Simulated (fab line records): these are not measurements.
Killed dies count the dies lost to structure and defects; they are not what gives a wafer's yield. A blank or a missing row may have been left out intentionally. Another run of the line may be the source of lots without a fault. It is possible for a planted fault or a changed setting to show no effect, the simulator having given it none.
fab line records    flow sky130
record lots=10  wafers=30  last-day=50
route steps=708 shown LI_CONTACT@383 VIA2@523 CAPM@550 METAL3@567
lots that met no fault: taken from a fault-free run of the same line
start-h: start of the lot's first displayed wafer, in hours after the record's first day    wait-h: hours elapsed since this lot's preceding step    " same as the row above    L1.1+2: several wafers, shown together as one row    - no value, or no start given    * or withheld: withheld    < > ~ a bound
route shown NAME@n: names a module that has steps shown in the file, with the first one's number in the route    usual: mean/standard deviation taken from wafers without a fault    same: alike in all rows    chamber/n: place in a boat    sites: per-site readings    _std_site: their standard deviation    _edge_site: outer sites' mean less inner sites'    radius-mm: for every site, how far away it sits from the centre of the wafer    mask NAME#n: copy n    behind: the most recent tool/chamber to have shaped the wafer    hold: why the lot went on hold/how many hours it stayed there/how the hold came to an end    device: whichever transistor did not switch (one of n, p or np)    end of line: tests run on the same wafers once the route is complete    where a step has no rows: the recipe by itself    killed: not the wafer's yield, but the dies lost to structure and defects at the first sort    map: dies across one wafer; x = killed, . = not, _ = none there
set.NAME: setting as actually run; set.NAME@STEP: the setting as run at that earlier step    model.NAME: the simulator's own value behind a step, which no gauge read
one table for each step of the route and one row for each wafer, over a sample of lots
services: from which hour (start-h, from the record's first day; less than 0 if before it) a tool's chamber was out of use, for how many hours, and why
## steps
# step SKY_LI_CONTACT_CVD_21
# recipe material=W  target-thk-nm=400  time-s=120.56  temp-c=400  pressure-torr=40
# usual chamber-pressure-Torr=39.99/0.097  heater-power-w=839/82  susceptor-temp-C=400.02/0.22
lot.wafer  tool      chamber  start-h  wait-h  chamber-pressure-Torr  heater-power-w  susceptor-temp-C
L141.1     cvd-w-02  1        689.64   0.0     39.74                  941             399.55
L141.3     "         0        "        "       39.74                  899             400.19
L141.4     "         1        "        "       39.95                  936             400.00
L145.1     cvd-w-02  0        719.96   0.0     40.17                  911             400.12
L145.2     "         1        "        "       39.88                  965             400.35
L145.4     "         1        "        "       39.81                  955             400.39
L143.1     cvd-w-02  0        722.39   0.0     40.12                  908             399.89
L143.2     "         1        "        "       40.09                  946             400.13
L143.6     "         0        "        "       40.13                  893             399.37
L144.3     cvd-w-01  0        723.14   0.1     39.97                  763             400.42
L144.4     "         1        "        "       40.24                  788             400.41
L144.5     "         0        "        "       40.10                  761             400.21
L150.1     cvd-w-02  0        759.11   0.0     39.89                  909             399.96
L150.2     "         1        "        "       39.85                  975             405.97
L150.6     "         0        "        "       39.98                  900             399.73
L152.1     cvd-w-02  1        778.94   0.0     40.17                  994             406.12
L152.2     "         0        "        "       39.99                  891             399.93
L152.4     "         0        "        "       40.01                  910             399.74
L160.3     cvd-w-01  1        837.17   0.1     39.98                  774             399.80
L160.4     "         0        "        "       39.93                  733             399.98
L160.5     "         0        "        "       40.07                  774             400.09
L161.2     cvd-w-01  0        847.99   0.0     39.91                  773             399.88
L161.3     "         1        "        "       39.88                  773             399.91
L161.6     "         0        "        "       39.98                  766             399.87
L162.1     cvd-w-01  0        851.85   0.0     40.14                  776             400.14
L162.3     "         0        "        "       39.85                  756             399.87
L162.6     "         0        "        "       40.16                  773             400.27
L163.2     cvd-w-02  0        862.25   0.0     39.98                  916             400.26
L163.3     "         0        "        "       40.00                  917             399.89
L163.4     "         1        "        "       40.01                  933             400.00
# step SKY_LI_CONTACT_RS_MEAS_22
# recipe thk-meas-gauge=four-point-probe  reads=W_of_LI_CONTACT_CVD_21+TiN_of_LI_CONTACT_SPUTTER_20+Ti_of_LI_CONTACT_SPUTTER_19
# usual LI_CONTACT_W_RS=0.286/0.0035
lot.wafer  tool           chamber  start-h  wait-h  LI_CONTACT_W_RS[ohm/sq]
L141.1     film-metro-03  -        689.76   0.1     0.285
L141.3     "              -        "        "       0.293
L141.4     "              -        "        "       0.289
L145.1     film-metro-04  -        720.08   0.1     0.291
L145.2     "              -        "        "       0.290
L145.4     "              -        "        "       0.292
L143.1     film-metro-04  -        722.51   0.1     0.292
L143.2     "              -        "        "       0.292
L143.6     "              -        "        "       0.293
L144.3     film-metro-01  -        723.27   0.1     0.285
L144.4     "              -        "        "       0.288
L144.5     "              -        "        "       0.284
L150.1     film-metro-01  -        759.24   0.1     0.284
L150.2     "              -        "        "       0.255
L150.6     "              -        "        "       0.287
L152.1     film-metro-04  -        779.06   0.1     0.258
L152.2     "              -        "        "       0.286
L152.4     "              -        "        "       0.286
L160.3     film-metro-01  -        837.29   0.1     0.287
L160.4     "              -        "        "       0.284
L160.5     "              -        "        "       0.283
L161.2     film-metro-03  -        848.13   0.1     0.281
L161.3     "              -        "        "       0.289
L161.6     "              -        "        "       0.279
L162.1     film-metro-01  -        851.97   0.1     0.282
L162.3     "              -        "        "       0.284
L162.6     "              -        "        "       0.280
L163.2     film-metro-01  -        862.39   0.1     0.289
L163.3     "              -        "        "       0.287
L163.4     "              -        "        "       0.290
# step SKY_LI_CONTACT_THK_MEAS_23
# recipe thk-meas-gauge=xrf  reads=W_of_LI_CONTACT_CVD_21
# usual LI_CONTACT_W_THK=398/5.7
lot.wafer  tool           chamber  start-h  wait-h  LI_CONTACT_W_THK[nm]
L141.1     film-metro-03  -        689.88   0.1     398
L141.3     "              -        "        "       383
L141.4     "              -        "        "       394
L145.1     film-metro-04  -        720.20   0.1     389
L145.2     "              -        "        "       388
L145.4     "              -        "        "       386
L143.1     film-metro-04  -        722.63   0.1     388
L143.2     "              -        "        "       389
L143.6     "              -        "        "       387
L144.3     film-metro-01  -        723.37   0.1     399
L144.4     "              -        "        "       396
L144.5     "              -        "        "       401
L150.1     film-metro-01  -        759.36   0.1     393
L150.2     "              -        "        "       442
L150.6     "              -        "        "       392
L152.1     film-metro-04  -        779.18   0.1     438
L152.2     "              -        "        "       399
L152.4     "              -        "        "       399
L160.3     film-metro-01  -        837.39   0.1     398
L160.4     "              -        "        "       402
L160.5     "              -        "        "       403
L161.2     film-metro-03  -        848.24   0.1     400
L161.3     "              -        "        "       389
L161.6     "              -        "        "       401
L162.1     film-metro-01  -        852.09   0.1     407
L162.3     "              -        "        "       403
L162.6     "              -        "        "       407
L163.2     film-metro-01  -        862.50   0.1     397
L163.3     "              -        "        "       398
L163.4     "              -        "        "       394
# step SKY_LI_CONTACT_CMP_24
# recipe stop-on=PSG  t-overpolish-s=20  down-force-psi=3.5  platen-rpm=60  target-thk-nm=0  pad-velocity-m-s=0.94248
# usual motor-current-A=11.2/0.93  platen-rpm=60.00/0.038  time-to-endpoint-s=100/3.2
lot.wafer  tool    chamber  start-h  wait-h  motor-current-A  platen-rpm  time-to-endpoint-s
L141.1     cmp-02  3        689.94   0.1     10.3             59.99       102
L141.3     "       1        "        "       11.3             60.02       101
L141.4     "       2        "        "       10.9             60.00       105
L145.1     cmp-02  2        720.26   0.1     10.7             59.99       100
L145.2     "       3        "        "       10.4             60.03       100
L145.4     "       1        "        "       10.7             59.98       98
L143.1     cmp-02  2        722.86   0.2     11.1             60.00       95
L143.2     "       3        "        "       10.3             60.02       99
L143.6     "       3        "        "       9.8              60.03       99
L144.4     cmp-02  0        723.46   0.1     12.6             60.01       91
L144.3     "       1        "        "       11.5             60.01       100
L144.5     "       0        "        "       12.2             60.04       92
L150.2     cmp-01  2        759.42   0.0     11.8             60.12       112
L150.1     "       0        "        "       11.1             60.00       99
L150.6     "       3        "        "       11.3             59.98       97
L152.2     cmp-01  2        779.24   0.0     11.7             60.04       99
L152.4     "       3        "        "       10.7             60.03       96
L152.1     "       1        "        "       10.6             60.01       115
L160.4     cmp-02  2        837.71   0.3     10.7             60.00       103
L160.3     "       3        "        "       10.7             59.98       108
L160.5     "       2        "        "       11.0             60.01       101
L161.3     cmp-01  2        848.29   0.0     12.2             60.06       100
L161.2     "       0        "        "       10.9             59.95       101
L161.6     "       3        "        "       10.9             59.99       103
L162.1     cmp-01  2        852.20   0.1     12.7             59.91       103
L162.3     "       0        "        "       11.0             60.04       99
L162.6     "       1        "        "       10.9             59.95       107
L163.3     cmp-02  3        862.55   0.0     10.1             60.02       103
L163.2     "       0        "        "       13.3             60.06       102
L163.4     "       2        "        "       10.2             59.95       100
# step SKY_VIA2_STRIP_16
# recipe chemistry=O2/N2  power-w=1400  pressure-mtorr=1500  platen-temp-c=withheld  o2-flow-sccm=3000  n2-flow-sccm=300  overash-fraction=0.5
# usual drypump-motor-current-A=5.5/0.46  n2-flow-sccm=299.9/0.81  oes-product-au=0.399/0.0046  strip-time-to-endpoint-s=4.048/0.022
# same overash-fraction=0.5
lot.wafer  tool             chamber  start-h  wait-h  drypump-motor-current-A  n2-flow-sccm  oes-product-au  rf-hours-counter-h  strip-time-to-endpoint-s
L141.1     plasma-asher-02  1        859.79   0.0     5.6                      299.8         0.405           43                  4.039
L141.3     "                0        "        "       6.4                      299.9         0.398           -                   4.068
L141.4     "                1        "        "       5.5                      300.2         0.400           -                   4.060
L145.1     plasma-asher-02  1        889.03   0.0     5.6                      299.9         0.399           46                  4.068
L145.2     "                0        "        "       6.4                      298.8         0.395           46                  4.042
L145.4     "                0        "        "       6.4                      299.0         0.394           -                   4.061
L143.1     plasma-asher-03  0        889.99   0.0     5.5                      299.9         0.402           103                 4.011
L143.2     "                1        "        "       5.3                      299.0         0.397           103                 4.034
L143.6     "                0        "        "       5.5                      298.8         0.397           -                   4.032
L144.3     plasma-asher-02  0        891.42   0.1     6.3                      300.7         0.390           -                   4.084
L144.4     "                1        "        "       5.6                      299.2         0.393           -                   4.060
L144.5     "                1        "        "       5.6                      299.2         0.399           -                   4.067
L150.1     plasma-asher-03  1        925.80   0.0     5.3                      302.0         0.402           106                 4.068
L150.2     "                0        "        "       5.5                      298.9         0.404           106                 4.033
L150.6     "                1        "        "       5.3                      300.2         0.392           -                   4.029
L152.1     plasma-asher-02  1        943.63   0.0     5.6                      299.9         0.401           52                  4.072
L152.2     "                0        "        "       6.3                      298.6         0.394           52                  4.049
L152.4     "                1        "        "       5.6                      300.2         0.406           -                   4.021
L160.3     plasma-asher-03  0        996.58   0.1     5.5                      300.6         0.399           -                   4.011
L160.4     "                1        "        "       5.3                      299.2         0.398           -                   4.043
L160.5     "                1        "        "       5.3                      300.3         0.398           -                   4.030
L161.2     plasma-asher-03  0        1005.35  0.0     5.5                      300.2         0.404           115                 4.074
L161.3     "                0        "        "       5.5                      299.5         0.396           -                   4.066
L161.6     "                1        "        "       5.3                      300.2         0.403           -                   4.046
L162.1     plasma-asher-01  1        1009.59  0.0     5.1                      300.9         0.389           27                  4.045
L162.3     "                1        "        "       5.1                      300.1         0.401           -                   4.043
L162.6     "                1        "        "       5.1                      299.9         0.397           -                   4.039
L163.2     plasma-asher-02  1        1019.40  0.0     5.6                      300.0         0.404           59                  4.054
L163.3     "                1        "        "       5.5                      299.5         0.406           -                   4.081
L163.4     "                0        "        "       6.4                      299.2         0.403           -                   4.053
# step SKY_CAPM_METAL_ETCH_13
# recipe target-depth-nm=220  stop-on=SiO2  chemistry=Cl2/BCl3  target=TiN  pressure-mtorr=10  icp-w=900  bias-w=48.5  Cl2_flow_sccm=60  bcl3-flow-sccm=30  time-s=62.9
# usual drypump-motor-current-A=5.1/0.43  oes-product-au=0.941/0.0074  throttle-valve-pct=21.901/0.01
lot.wafer  tool          chamber  start-h  wait-h  drypump-motor-current-A  oes-product-au  rf-hours-counter-h  throttle-valve-pct
L141.1     rie-metal-04  0        886.67   0.0     4.9                      0.946           10                  21.884
L141.3     "             0        "        "       4.9                      0.958           -                   21.887
L141.4     "             1        "        "       4.7                      0.955           -                   21.889
L145.1     rie-metal-03  1        916.27   0.0     5.7                      0.950           2                   21.901
L145.2     "             0        "        "       5.4                      0.937           7                   21.905
L145.4     "             1        "        "       5.7                      0.937           -                   21.893
L143.1     rie-metal-01  1        916.79   0.0     5.0                      0.933           13                  21.904
L143.2     "             0        "        "       6.0                      0.948           20                  21.922
L143.6     "             1        "        "       5.0                      0.946           -                   21.913
L144.3     rie-metal-03  1        918.32   0.0     5.7                      0.944           -                   21.908
L144.4     "             0        "        "       5.4                      0.952           -                   21.902
L144.5     "             0        "        "       5.4                      0.947           -                   21.903
L150.1     rie-metal-01  0        952.77   0.0     6.0                      0.952           21                  21.885
L150.2     "             1        "        "       5.0                      0.936           15                  21.893
L150.6     "             1        "        "       5.0                      0.948           -                   21.922
L152.1     rie-metal-01  1        969.07   0.0     5.0                      0.929           16                  21.902
L152.2     "             0        "        "       6.0                      0.956           23                  21.914
L152.4     "             0        "        "       6.0                      0.939           -                   21.887
L160.3     rie-metal-03  0        1021.47  0.0     5.4                      0.940           -                   21.902
L160.4     "             1        "        "       5.7                      0.932           -                   21.908
L160.5     "             0        "        "       5.4                      0.941           -                   21.906
L161.2     rie-metal-04  1        1030.01  0.0     4.7                      0.931           15                  21.906
L161.3     "             1        "        "       4.7                      0.937           -                   21.895
L161.6     "             1        "        "       4.7                      0.932           -                   21.913
L162.1     rie-metal-01  1        1034.05  0.0     5.0                      0.935           22                  21.886
L162.3     "             1        "        "       5.0                      0.948           -                   21.888
L162.6     "             1        "        "       5.0                      0.945           -                   21.899
L163.2     rie-metal-04  1        1043.80  0.0     4.7                      0.936           16                  21.909
L163.3     "             0        "        "       4.9                      0.950           -                   21.900
L163.4     "             1        "        "       4.7                      0.948           -                   21.917
# step SKY_METAL3_ETCH_17
# recipe target=SiO2  stop-on=TiN  chemistry=C4F8/O2/Ar  source-w=1500  bias-w=1200  pressure-mtorr=40  c4f8-flow-sccm=withheld  O2_flow_sccm=6  Ar_flow_sccm=300  time-s=3.9  target-depth-a=150
# usual oes-product-au=0.754/0.0074
lot.wafer  tool         chamber  start-h  wait-h  oes-product-au
L141.1     rie-diel-01  1        912.74   0.1     0.750
L141.3     "            0        "        "       0.742
L141.4     "            3        "        "       0.755
L145.1     rie-diel-02  2        941.79   0.1     0.745
L145.2     "            3        "        "       0.753
L145.4     "            0        "        "       0.754
L143.1     rie-diel-03  2        942.21   0.1     0.755
L143.2     "            1        "        "       0.745
L143.6     "            3        "        "       0.756
L144.3     rie-diel-03  0        944.62   0.0     0.753
L144.4     "            3        "        "       0.763
L144.5     "            2        "        "       0.752
L150.1     rie-diel-03  1        978.35   0.2     0.751
L150.2     "            0        "        "       0.751
L150.6     "            1        "        "       0.763
L152.1     rie-diel-03  0        992.75   0.1     0.746
L152.2     "            2        "        "       0.742
L152.4     "            1        "        "       0.758
L160.3     rie-diel-02  0        1045.07  0.0     0.747
L160.4     "            1        "        "       0.752
L160.5     "            2        "        "       0.778
L161.2     rie-diel-01  3        1053.61  0.1     0.756
L161.3     "            1        "        "       0.749
L161.6     "            3        "        "       0.762
L162.1     rie-diel-01  2        1057.80  0.1     0.762
L162.3     "            1        "        "       0.749
L162.6     "            3        "        "       0.761
L163.2     rie-diel-02  2        1066.00  0.1     0.755
L163.3     "            0        "        "       0.744
L163.4     "            3        "        "       0.760
## services
tool             chamber  start-h  hours  kind
cmp-02           -        693.60   0.3    repair
cmp-02           -        740.65   0.8    repair
cmp-02           -        757.69   0.4    repair
cmp-02           -        767.04   6.2    pm
cvd-w-02         1        792.28   5.0    repair
plasma-asher-02  -        827.12   2.6    repair
cvd-w-02         0        834.12   5.1    repair
cmp-02           -        845.88   1.7    repair
cmp-02           -        848.20   1.6    repair
cmp-02           -        863.62   8.1    pm
cmp-02           -        880.56   7.6    pm
cvd-w-02         -        904.00   14.0   pm
cmp-02           -        912.02   4.0    pm
cmp-02           -        914.58   6.1    repair
cvd-w-02         -        918.00   14.6   pm
cmp-02           -        926.61   0.6    repair
cmp-02           -        938.89   0.2    repair
plasma-asher-02  -        938.96   2.8    pm
cvd-w-02         -        975.06   0.7    repair
cvd-w-02         -        977.69   1.2    repair
plasma-asher-02  -        986.51   2.1    repair
plasma-asher-02  -        1008.71  3.3    repair
cmp-02           -        1009.53  1.1    repair
cmp-02           -        1009.97  4.2    repair
## key
first-sign step=SKY_LI_CONTACT_CVD_21  reading=susceptor-temp-C  direction=up  sigmas=27  usual=*  struck=*
effect step=SKY_LI_CONTACT_RS_MEAS_22  reading=LI_CONTACT_W_RS  direction=down  sigmas=8.4  usual=0.286  struck=0.257
effect step=SKY_LI_CONTACT_THK_MEAS_23  reading=LI_CONTACT_W_THK  direction=up  sigmas=7.5  usual=398  struck=440
effect step=SKY_LI_CONTACT_CMP_24  reading=time-to-endpoint-s  direction=up  sigmas=4.3  usual=*  struck=*
met-at SKY_LI_CONTACT_CVD_21
struck-lots L150,L152
struck-wafers L150.2,L152.1
tester-left-out L150,L152
not-acting-at SKY_VIA2_STRIP_16,SKY_CAPM_METAL_ETCH_13,SKY_METAL3_ETCH_17
onset-between 722.39 759.11
fault kind=process-parameter-drift  tool=cvd-w-02  chamber=1  onset-h=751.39  steps=SKY_LI_CONTACT_CVD_21  channel=temp-c  offset=*  shape=step  end-h=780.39  acts-in=*  stated=*
# tester-left-out: of these lots the tester's yield and bins aren't shown, on N5 and GAA mostly nor the transistor test; their killed dies are dies lost to structure and defects alone, not to doping, threshold or leakage, so they don't give the yield
